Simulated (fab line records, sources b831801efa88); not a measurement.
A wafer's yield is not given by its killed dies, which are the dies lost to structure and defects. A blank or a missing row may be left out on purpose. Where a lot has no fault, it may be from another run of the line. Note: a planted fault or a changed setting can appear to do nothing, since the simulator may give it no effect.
Chamber matching / flow gf180mcu / cmp-02 running GF_V3_CMP_26: 4 sister chambers
The step polishes, stops on SiO2, t overpolish 15 s, target thk 0 nm. 8 wafers are shown with their chamber, then 9 later ones without.

## WAFERS WITH THEIR CHAMBER
wafer=L196.3; chamber=2; motorCurrentA (A)=12.8; timeToEndpointS (s)=84
wafer=L196.6; chamber=2; motorCurrentA (A)=13.4; timeToEndpointS (s)=80
wafer=L201.1; chamber=0; motorCurrentA (A)=12.6; timeToEndpointS (s)=83
wafer=L201.4; chamber=3; motorCurrentA (A)=12.3; timeToEndpointS (s)=84
wafer=L201.6; chamber=1; motorCurrentA (A)=9.3; timeToEndpointS (s)=87
wafer=L203.1; chamber=1; motorCurrentA (A)=9.3; timeToEndpointS (s)=76
wafer=L203.3; chamber=3; motorCurrentA (A)=11.8; timeToEndpointS (s)=84
wafer=L203.6; chamber=0; motorCurrentA (A)=13.0; timeToEndpointS (s)=81

## WAFERS WITHOUT THEIR CHAMBER
wafer=L207.1; motorCurrentA (A)=12.0; timeToEndpointS (s)=84
wafer=L207.3; motorCurrentA (A)=9.1; timeToEndpointS (s)=83
wafer=L207.4; motorCurrentA (A)=11.9; timeToEndpointS (s)=79
wafer=L210.4; motorCurrentA (A)=9.1; timeToEndpointS (s)=92
wafer=L210.5; motorCurrentA (A)=12.4; timeToEndpointS (s)=87
wafer=L210.6; motorCurrentA (A)=12.0; timeToEndpointS (s)=88
wafer=L215.2; motorCurrentA (A)=12.9; timeToEndpointS (s)=84
wafer=L215.5; motorCurrentA (A)=9.3; timeToEndpointS (s)=88
wafer=L215.6; motorCurrentA (A)=13.1; timeToEndpointS (s)=86

## WHICH CHAMBER EACH WENT THROUGH
wafer=L207.1; from the rows above=3; in truth=3
wafer=L207.3; from the rows above=1; in truth=1
wafer=L207.4; from the rows above=can't be placed: 3 or 0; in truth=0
wafer=L210.4; from the rows above=1; in truth=1
wafer=L210.5; from the rows above=can't be placed: 3 or 0 or 2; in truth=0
wafer=L210.6; from the rows above=can't be placed: 3 or 0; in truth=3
wafer=L215.2; from the rows above=can't be placed: 0 or 2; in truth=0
wafer=L215.5; from the rows above=1; in truth=1
wafer=L215.6; from the rows above=can't be placed: 2 or 0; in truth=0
Correct placement for 4 of the 9. Unplaceable from these rows: 5, with the true chamber sitting among the candidates in 5. Wrongly placed: 0.
How it was worked out, from the rows above alone: a wafer's distance from a chamber is the root of the sum, over the readings, of the square of ((its reading less the chamber's mean) divided by the reading's scatter). The wafer belongs to the nearest chamber; if the next one is less than 2 further off, it can't be placed. For every chamber, the mean is computed from those of its wafers that are shown. The scatter: the root of (the sum of the squares of (reading less its chamber's mean) over the shown wafers, divided by (wafers less chambers)).
